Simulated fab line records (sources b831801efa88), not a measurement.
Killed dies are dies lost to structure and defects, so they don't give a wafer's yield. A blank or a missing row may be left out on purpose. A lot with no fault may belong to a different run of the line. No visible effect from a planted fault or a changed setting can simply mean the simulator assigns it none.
Check for tools in common / flow gf180mcu / Lots sampled 13, wafers sampled 39

## WHY THIS WAS OPENED
At GF_DUAL_GATE_THK_MEAS_03 the reading DUAL_GATE_OXIDATION_00_THK is flagged on 2 of 13 lots. Wafers without a fault read 10.92 nm, standard deviation 0.24.
Rule: a lot is flagged in two cases, either no wafer of it has a number, or all its wafers with numbers fall more than 4 standard deviations from that mean. The rest of the lots are taken to be sound.

lot=L226; measured=day 7 23:48; on=film_metro-04; DUAL_GATE_OXIDATION_00_THK (nm), wafer by wafer=11.05 11.00 11.02; flag=
lot=L228; measured=day 8 04:13; on=film_metro-01; DUAL_GATE_OXIDATION_00_THK (nm), wafer by wafer=11.53 11.20 11.22; flag=
lot=L227; measured=day 8 07:18; on=film_metro-01; DUAL_GATE_OXIDATION_00_THK (nm), wafer by wafer=10.95 10.98 10.76; flag=
lot=L229; measured=day 8 10:53; on=film_metro-01; DUAL_GATE_OXIDATION_00_THK (nm), wafer by wafer=10.87 10.99 11.08; flag=
lot=L231; measured=day 9 01:52; on=film_metro-04; DUAL_GATE_OXIDATION_00_THK (nm), wafer by wafer=10.77 10.85 10.87; flag=
lot=L232; measured=day 9 08:08; on=film_metro-04; DUAL_GATE_OXIDATION_00_THK (nm), wafer by wafer=10.94 10.98 11.03; flag=
lot=L235; measured=day 10 04:20; on=film_metro-01; DUAL_GATE_OXIDATION_00_THK (nm), wafer by wafer=12.34 12.24 12.24; flag=FLAGGED
lot=L237; measured=day 10 17:29; on=film_metro-03; DUAL_GATE_OXIDATION_00_THK (nm), wafer by wafer=12.74 12.63 12.77; flag=FLAGGED
lot=L245; measured=day 13 03:37; on=film_metro-01; DUAL_GATE_OXIDATION_00_THK (nm), wafer by wafer=10.73 10.84 10.79; flag=
lot=L246; measured=day 13 09:56; on=film_metro-04; DUAL_GATE_OXIDATION_00_THK (nm), wafer by wafer=11.41 11.43 11.26; flag=
lot=L247; measured=day 13 11:23; on=film_metro-01; DUAL_GATE_OXIDATION_00_THK (nm), wafer by wafer=11.37 11.19 11.50; flag=
lot=L248; measured=day 14 02:54; on=film_metro-04; DUAL_GATE_OXIDATION_00_THK (nm), wafer by wafer=10.59 10.58 10.83; flag=
lot=L249; measured=day 14 04:22; on=film_metro-03; DUAL_GATE_OXIDATION_00_THK (nm), wafer by wafer=10.98 10.70 10.72; flag=
On average the flagged lots' numbers are 12.49 nm, which is +1.57 nm against the usual, or +7 standard deviations.

## LOT BY LOT: THE TOOL USED
The record keeps 1 process step preceding the reading, out of 602 steps on the route. Every cell lists first the tool, next ch and the chambers used by the sampled wafers, and last the start.
lot=L226; flag=; GF_DUAL_GATE_OXIDATION_02=furnace-01 ch 0, day 7 22:21
lot=L228; flag=; GF_DUAL_GATE_OXIDATION_02=furnace-01 ch 0, day 8 02:46
lot=L227; flag=; GF_DUAL_GATE_OXIDATION_02=furnace-02 ch 0, day 8 05:51
lot=L229; flag=; GF_DUAL_GATE_OXIDATION_02=furnace-01 ch 0, day 8 09:26
lot=L231; flag=; GF_DUAL_GATE_OXIDATION_02=furnace-02 ch 0, day 9 00:25
lot=L232; flag=; GF_DUAL_GATE_OXIDATION_02=furnace-02 ch 0, day 9 06:41
lot=L235; flag=FLAGGED; GF_DUAL_GATE_OXIDATION_02=furnace-02 ch 0, day 10 02:53
lot=L237; flag=FLAGGED; GF_DUAL_GATE_OXIDATION_02=furnace-02 ch 0, day 10 16:02
lot=L245; flag=; GF_DUAL_GATE_OXIDATION_02=furnace-01 ch 0, day 13 02:10
lot=L246; flag=; GF_DUAL_GATE_OXIDATION_02=furnace-02 ch 0, day 13 08:29
lot=L247; flag=; GF_DUAL_GATE_OXIDATION_02=furnace-02 ch 0, day 13 09:56
lot=L248; flag=; GF_DUAL_GATE_OXIDATION_02=furnace-01 ch 0, day 14 01:28
lot=L249; flag=; GF_DUAL_GATE_OXIDATION_02=furnace-01 ch 0, day 14 02:54
These steps, and what they do:
- GF_DUAL_GATE_OXIDATION_02: stabilise 600 s, purge 300 s, target thk 10.887 nm.
- GF_DUAL_GATE_THK_MEAS_03

## FLAGGED AGAINST TOTAL, ONE TOOL AT A TIME (gauges that did the reading follow at the end)
step=GF_DUAL_GATE_OXIDATION_02; tool=furnace-01; lots run=6; flagged=0; share of the flagged lots=none; sound lots run after its first flagged lot=-
step=GF_DUAL_GATE_OXIDATION_02; tool=furnace-02; lots run=7; flagged=2; share of the flagged lots=all; sound lots run after its first flagged lot=2 (L246,L247)
step=GF_DUAL_GATE_THK_MEAS_03; tool=film_metro-01; lots run=6; flagged=1; share of the flagged lots=some; sound lots run after its first flagged lot=2 (L245,L247)
step=GF_DUAL_GATE_THK_MEAS_03; tool=film_metro-03; lots run=2; flagged=1; share of the flagged lots=some; sound lots run after its first flagged lot=1 (L249)
step=GF_DUAL_GATE_THK_MEAS_03; tool=film_metro-04; lots run=5; flagged=0; share of the flagged lots=none; sound lots run after its first flagged lot=-

## WHAT IS ALLOWED BY THE TABLE
1 row of the table ran every flagged lot: furnace-02 at GF_DUAL_GATE_OXIDATION_02.
- furnace-02 at GF_DUAL_GATE_OXIDATION_02 ran 7 lots, 2 of them flagged. Sound lots ran on it after the first flagged one (L246, L247), which a lasting fault on the whole tool wouldn't allow.
None of the table's rows ran every flagged lot and, after the first, no sound lot.

## WHAT THE SIMULATOR HAD INSERTED
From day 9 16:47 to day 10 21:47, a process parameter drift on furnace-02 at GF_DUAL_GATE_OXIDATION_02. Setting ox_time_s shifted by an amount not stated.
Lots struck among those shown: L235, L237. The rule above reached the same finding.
